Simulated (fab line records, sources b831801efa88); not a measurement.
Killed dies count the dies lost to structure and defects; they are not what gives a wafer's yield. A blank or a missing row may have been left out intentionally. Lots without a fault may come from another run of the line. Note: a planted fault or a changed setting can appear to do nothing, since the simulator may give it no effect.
One fault seen from 2 desks | flow sky130 | only its own numbers are on each desk; what lay behind them is given at the end

THE TOOL OWNER'S DESK: implanter-04
For each lot that ran on this tool, the mean over its sampled wafers that have a number, from the tool's own readings at SKY_PWDE_IMPLANT_08. Any lot whose mean is over 4 standard deviations away from the usual mean is out of limits and marked OUT; that distance is given in the brackets.
Columns: A = beam_energy_keV at SKY_PWDE_IMPLANT_08, usual 150.01
lot  | first seen here | A
L425 | day 4 02:14     | 150.08
L427 | day 4 14:07     | 149.97
L429 | day 4 23:58     | 127.98 (-99 or more) OUT
L432 | day 5 18:01     | 128.04 (-99 or more) OUT
Finding of this desk: L429, L432 out of limits; the first was L429 at day 4 23:58, on beam_energy_keV at SKY_PWDE_IMPLANT_08. L425, L427: within limits.

FROM THE METROLOGY DESK
What the gauges read for every lot (on any tool): the sampled wafers with a number, averaged. Any lot whose mean is over 4 standard deviations away from the usual mean is out of limits and marked OUT; that distance is given in the brackets.
Columns: A = INCOMING_BOW at SKY_FIELD_ISO_BOW_MEAS_00, usual 0 um; B = FIELD_ISO_CVD_03_THK at SKY_FIELD_ISO_THK_MEAS_04, usual 165.3 nm; C = NWELL_OXIDATION_THK at SKY_NWELL_THK_MEAS_02, usual 9.92 nm; D = PWDE_RS at SKY_NWELL_RS_MEAS_31, usual 5278 ohm/sq
lot  | first seen here | A  | B     | C     | D
L424 | day 1 10:02     | -0 | 163.7 | 9.90  | 5302
L425 | day 1 15:00     | -3 | 163.3 | 10.21 | 5270
L427 | day 2 01:00     | -7 | 163.2 | 9.82  | 5265
L428 | day 2 06:00     | -3 | 164.7 | 10.04 | 5274
L429 | day 2 11:00     | -5 | 165.6 | 10.02 | 5337
L432 | day 3 02:01     | -4 | 166.3 | 9.60  | 5307
L436 | day 3 22:02     | 2  | 163.1 | 9.88  | 5286
L437 | day 4 03:00     | -5 | 166.2 | 9.66  | 5265
L439 | day 4 13:00     | -3 | 166.5 | 9.72  | 5279
L440 | day 4 18:00     | 4  | 166.2 | 10.08 | 5267
L443 | day 5 09:00     | 2  | 165.9 | 9.81  | 5261
L444 | day 5 14:00     | -5 | 164.5 | 9.82  | 5275
L445 | day 5 19:01     | -4 | 164.3 | 9.46  | 5267
This desk found nothing out of limits on any of the 13 lots.

BROUGHT TOGETHER
An alarm could have come from the tool owner's desk at day 4 23:58, on L429, L432.
At the metrology desk, nothing out of limits was observed.
The metrology desk holds a record of L429, L432, inside its limits.
The lots listed all ran SKY_PWDE_IMPLANT_08 on implanter-04.

WHAT THE SIMULATOR HAD PUT IN
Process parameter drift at SKY_PWDE_IMPLANT_08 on implanter-04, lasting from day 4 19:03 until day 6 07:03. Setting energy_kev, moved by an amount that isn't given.
Shown lots that were struck: L429, L432.
Each desk's first reading out of limits, in hours after the fault started: the tool owner's desk, 5.
